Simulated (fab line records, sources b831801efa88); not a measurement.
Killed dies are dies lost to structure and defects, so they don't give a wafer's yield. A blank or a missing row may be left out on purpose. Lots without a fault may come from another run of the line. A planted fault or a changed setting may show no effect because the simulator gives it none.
A struck lot beside a sound one | flow sky130 | 33 steps out of a route of 708
Sound: wafers L831.1, L831.2, L831.5. Struck: wafers L848.2, L848.3, L848.5. The cause comes at the end.
At each step with rows: each side's tool, then ch and its chambers, then its first start. Under that, the readings that differ: sound wafers | struck wafers | difference of the means | sigmas: that difference in standard deviations of wafers without a fault.
alike: readings whose means differ by less than 2 such deviations, and words and numbers that are the same on both sides. not compared: withheld readings, readings that some wafer has no value for, bounds like >300 that may hide the same value, and numbers for which the record gives no deviation and whose values overlap.
The two part at a step that has a row with sigmas, a row that says differs or no value, or rows on one side only. Numbers that don't overlap but have no deviation are shown without sigmas and don't part them. A reading that every wafer of one side lacks parts them only if that side has two wafers or more.

first, 9 steps without rows for these wafers: SKY_LI_CONTACT_ETCH_14 (etches BARC in N2/H2, stops on SiO2, time 45.9 s, target depth 60 nm); SKY_LI_CONTACT_ETCH_15 (etches PSG in C4F8/O2/Ar, stops on Si, target depth 600 nm); SKY_LI_CONTACT_STRIP_16 (strips in O2/N2); SKY_LI_CONTACT_CLEAN_17 (cleans in NMP, time 600 s); SKY_LI_CONTACT_PRE_CLEAN_18 (time 5.6 s); SKY_LI_CONTACT_SPUTTER_19 (material Ti, target thk 20 nm, time 106.37 s); SKY_LI_CONTACT_SPUTTER_20 (material TiN, target thk 20 nm, time 80 s); SKY_LI_CONTACT_CVD_21 (deposits W, target thk 400 nm, time 120.56 s); SKY_LI_CONTACT_CMP_24 (polishes, stops on PSG, t overpolish 20 s, target thk 0 nm).
SKY_LOCAL_INTERCONNECT_SPUTTER_00: material TiN, target thk 100 nm, time 83.3 s.
  sound on pvd_sputter-02, day 30 04:58; struck on pvd_sputter-03, day 35 09:38
  alike: cathode_dc_power_W, chamber_pressure_pa, susceptor_temp_C, throttle_valve_pct
then, 22 steps without rows for these wafers: SKY_LOCAL_INTERCONNECT_DEHYDRATE_03 (time 60 s); SKY_LOCAL_INTERCONNECT_HMDS_04 (prime time 60 s); SKY_LOCAL_INTERCONNECT_COAT_05 (resist thk 60 nm); SKY_LOCAL_INTERCONNECT_COAT_06 (resist thk 450 nm); SKY_LOCAL_INTERCONNECT_SOFTBAKE_07 (time 90 s); SKY_LOCAL_INTERCONNECT_EXPOSE_08 (exposes mask LI1M, target cd 170 nm); SKY_LOCAL_INTERCONNECT_PEB_09; SKY_LOCAL_INTERCONNECT_DEVELOP_10 (develop time 60 s); SKY_LOCAL_INTERCONNECT_ETCH_13 (etches BARC in N2/H2, stops on SiO2, time 45.9 s, target depth 60 nm); SKY_LOCAL_INTERCONNECT_METAL_ETCH_14 (etches TiN in Cl2/BCl3, stops on PSG, target depth 110 nm, time 31.4 s); SKY_LOCAL_INTERCONNECT_STRIP_15 (strips in O2/N2); SKY_LOCAL_INTERCONNECT_STRIP_16 (strips in post etch residue remover, time 1200 s); SKY_LOCAL_INTERCONNECT_CLEAN_17 (cleans in IPA, time 180 s); SKY_LOCAL_INTERCONNECT_CLEAN_18 (cleans in O3/DIW); SKY_CONTACT_CVD_00 (deposits Si3N4, target thk 75 nm); SKY_CONTACT_HDPCVD_02 (deposits SiO2, target thk 565 nm, time 94.2 s); SKY_CONTACT_CMP_04 (polishes SiO2); SKY_CONTACT_DEHYDRATE_06 (time 60 s); SKY_CONTACT_HMDS_07 (prime time 60 s); SKY_CONTACT_COAT_08 (resist thk 60 nm); SKY_CONTACT_COAT_09 (resist thk 450 nm); SKY_CONTACT_SOFTBAKE_10 (time 90 s).
-- the record jumps here: 15 days lie between the struck wafers' starts before and after (it left off in module CONTACT and takes up again in module PAD_OPEN, whose first step shown is number 708 of the route) --
SKY_PAD_OPEN_PROBE_99:
  sound on prober-01, day 46 12:18; struck on prober-01, day 50 04:08
  reading            | sound    | struck      | difference | sigmas
  killed_at_contacts | 22 28 21 | 87 94 87    | +66        | +12
  killed_dies        | 79 79 88 | 145 144 148 | +64        | +7
  alike: killed_at_M0_to_M3, killed_at_M4_up, killed_at_front_end, killed_at_other, killed_open, killed_short

WHERE THEY PART
Only at SKY_PAD_OPEN_PROBE_99, within this record.

WHY: what the simulator had put in
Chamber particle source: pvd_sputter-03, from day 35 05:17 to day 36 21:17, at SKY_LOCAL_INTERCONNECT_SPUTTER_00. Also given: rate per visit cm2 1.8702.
